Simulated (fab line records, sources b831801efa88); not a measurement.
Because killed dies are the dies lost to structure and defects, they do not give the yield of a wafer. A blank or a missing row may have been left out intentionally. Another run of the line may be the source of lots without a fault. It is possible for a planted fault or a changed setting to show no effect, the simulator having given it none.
The tool behind it: which one?	flow gf180mcu	18 wafers from 6 lots sampled at 2 of the route's 602 steps

## WHAT EACH GAUGE READ, for each wafer
GF_V5_THK_MEAS_03.
lot	measured	on	V5_CVD_02_THK (nm)
L973	day 26 14:02	film metro-03	1428 1468 1458
L975	day 27 09:32	film metro-01	1468 1444 1460
L977	day 28 12:50	film metro-04	1452 1477 1448
L985	day 30 18:53	film metro-01	1443 1450 1447
L989	day 31 17:50	film metro-04	1448 1434 1439
L990	day 31 20:59	film metro-01	1433 1457 1473

## WHAT TOOL EACH LOT RAN ON (gives the tool, then ch and the chambers of the sampled wafers, and finally the start)
lot	GF_V5_CVD_02
L973	pecvd-04 ch 0,1, day 26 13:55
L975	pecvd-02 ch 0,1,2, day 27 09:26
L977	pecvd-04 ch 0,1,2, day 28 12:44
L985	pecvd-04 ch 1,2, day 30 18:46
L989	pecvd-02 ch 0,1, day 31 17:44
L990	pecvd-03 ch 0,1,2, day 31 20:51
- GF_V5_CVD_02: deposits SiO2 from TEOS, target thk 1450 nm, time 163.28 s.

## THE ANSWER, worked out from the rows above alone
Rule: usual is defined by the lots themselves. Put in order of their means at a reading, lots are off if they are a third of the lots or fewer, leave a main group of 4 or more, and stand apart from it by a gap of 3 or more times the standard deviation of the main group's means; of several such gaps the widest counts. A main group whose means are all the same, to the digits that the tables above print for the reading, isn't used. Also off: a lot with no number at a reading for which 4 or more lots have one. Where the step has rows for the other lots, those lots are counted as sound.
Across all readings shown, no lot is off: no conclusion can be drawn from this.

## WHAT WAS PUT IN BY THE SIMULATOR
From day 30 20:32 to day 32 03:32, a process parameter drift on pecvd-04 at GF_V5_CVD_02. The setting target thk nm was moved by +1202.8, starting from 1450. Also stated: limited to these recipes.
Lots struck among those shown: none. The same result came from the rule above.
